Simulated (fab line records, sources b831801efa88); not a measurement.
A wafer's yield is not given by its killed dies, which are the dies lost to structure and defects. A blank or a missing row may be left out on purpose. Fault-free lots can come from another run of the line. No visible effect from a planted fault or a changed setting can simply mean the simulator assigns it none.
Chamber matching :: flow sky130 :: 3 sister chambers for SKY_PASSIVATION_CVD_02 on pecvd-01
The step deposits Si3N4, target thk 540 nm. 3 wafers are shown with their chamber, then 12 later ones without.

## WAFERS PAIRED WITH THEIR CHAMBERS
wafer: L086.5
chamber: 2
heater-power-w (W): 675

wafer: L087.4
chamber: 0
heater-power-w (W): 788

wafer: L087.6
chamber: 1
heater-power-w (W): 688

## WAFERS MISSING THEIR CHAMBER
wafer: L094.2
heater-power-w (W): 617

wafer: L094.3
heater-power-w (W): 829

wafer: L094.4
heater-power-w (W): 679

wafer: L095.1
heater-power-w (W): 584

wafer: L095.2
heater-power-w (W): 667

wafer: L095.3
heater-power-w (W): 866

wafer: L095.4
heater-power-w (W): 616

wafer: L095.5
heater-power-w (W): 724

wafer: L095.6
heater-power-w (W): 862

wafer: L097.2
heater-power-w (W): 590

wafer: L097.3
heater-power-w (W): 819

wafer: L097.6
heater-power-w (W): 867

## CHAMBER TAKEN BY EACH
wafer: L094.2
from the rows above: can't be placed: 2 or 1 or 0
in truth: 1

wafer: L094.3
from the rows above: can't be placed: 0 or 1 or 2
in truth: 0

wafer: L094.4
from the rows above: can't be placed: 2 or 1 or 0
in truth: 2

wafer: L095.1
from the rows above: can't be placed: 2 or 1 or 0
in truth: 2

wafer: L095.2
from the rows above: can't be placed: 2 or 1 or 0
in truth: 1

wafer: L095.3
from the rows above: can't be placed: 0 or 1 or 2
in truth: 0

wafer: L095.4
from the rows above: can't be placed: 2 or 1 or 0
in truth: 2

wafer: L095.5
from the rows above: can't be placed: 1 or 2 or 0
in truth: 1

wafer: L095.6
from the rows above: can't be placed: 0 or 1 or 2
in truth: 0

wafer: L097.2
from the rows above: can't be placed: 2 or 1 or 0
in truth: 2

wafer: L097.3
from the rows above: can't be placed: 0 or 1 or 2
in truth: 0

wafer: L097.6
from the rows above: can't be placed: 0 or 1 or 2
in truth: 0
Placed correctly: 0 of 12. Not placeable from these rows: 12 (in 12, the candidates include the true chamber). Placed wrongly: 0.
How it was worked out, from the rows above alone: a wafer's distance from a chamber is the root of the sum, over the readings, of the square of ((its reading less the chamber's mean) divided by the reading's scatter). The wafer belongs to the nearest chamber; if the next one is less than 2 further off, it can't be placed. A chamber's mean is the mean of its shown wafers. The scatter (one wafer shown for each chamber): square how far every hidden wafer sits from the nearest shown wafer, average those squares and take the square root.
